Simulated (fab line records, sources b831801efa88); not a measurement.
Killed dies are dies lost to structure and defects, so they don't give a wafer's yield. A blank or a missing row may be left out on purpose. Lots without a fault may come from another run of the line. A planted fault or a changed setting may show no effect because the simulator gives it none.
One fault seen from 2 desks | flow gf180mcu | each desk has only its own numbers; what lay behind them comes last

THE METROLOGY DESK
What the gauges read, lot by lot, whatever tool the lot ran on: means of the sampled wafers that have a number. A lot is out of limits, marked OUT, if its mean lies more than 4 standard deviations from the usual mean; the brackets give that distance.
Columns: A = cd_nm at GF_M3_CD_MEAS_14, usual 280.6 nm; B = M3_OVL at GF_M3_OVL_MEAS_15, usual -3 nm; C = V3_CVD_00_THK at GF_V3_THK_MEAS_01, usual 599 nm; D = V3_CVD_02_THK at GF_V3_THK_MEAS_03, usual 847 nm
lot  | first seen here | A     | B  | C   | D
L837 | day 22 19:37    | 282.1 | 4  | 610 | 854
L842 | day 24 13:53    | 279.5 | -3 | 596 | 835
L848 | day 26 06:36    | 280.9 | -4 | 592 | 818
L849 | day 26 13:47    | 279.8 | -3 | 601 | 797
L856 | day 28 19:21    | 280.2 | -4 | 595 | 839
L858 | day 29 14:18    | 281.7 | 0  | 601 | 870
This desk's finding: nothing out of limits on any of the 6 lots.

THE TOOL OWNER'S DESK: pecvd-03
The tool's own readings at GF_V3_CVD_02 (deposits SiO2 from TEOS, target thk 850 nm, time 94.851 s): means of the sampled wafers that have a number, for each lot that ran on this tool. A lot is out of limits, marked OUT, if its mean lies more than 4 standard deviations from the usual mean; the brackets give that distance.
Columns: A = heater_power_outer_w at GF_V3_CVD_02, usual 358 W; B = heater_power_w at GF_V3_CVD_02, usual 635 W; C = run_length_s at GF_V3_CVD_02, usual 122.7 s
lot  | first seen here | A   | B   | C
L837 | day 22 20:33    | 337 | 630 | 123.0
L848 | day 26 07:32    | 309 | 597 | 118.2 (-9.5) OUT
L849 | day 26 14:49    | 350 | 668 | 118.3 (-9.3) OUT
This desk's finding: out of limits on L848, L849; first on L848, day 26 07:32 (run_length_s at GF_V3_CVD_02). In limits: L837.

PUT TOGETHER
The tool owner's desk could have raised an alarm at day 26 07:32, on L848, L849.
The metrology desk saw nothing out of limits.
The metrology desk has L848, L849 on record, within its limits.
Of the lots named, all ran GF_V3_CVD_02 on pecvd-03.

WHAT THE SIMULATOR HAD PUT IN
Process parameter drift: pecvd-03, from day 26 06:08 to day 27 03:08, at GF_V3_CVD_02. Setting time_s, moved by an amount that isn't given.
Lots struck among those shown: L848, L849.
Hours from the fault's start to each desk's first reading out of limits: the tool owner's desk, 1.
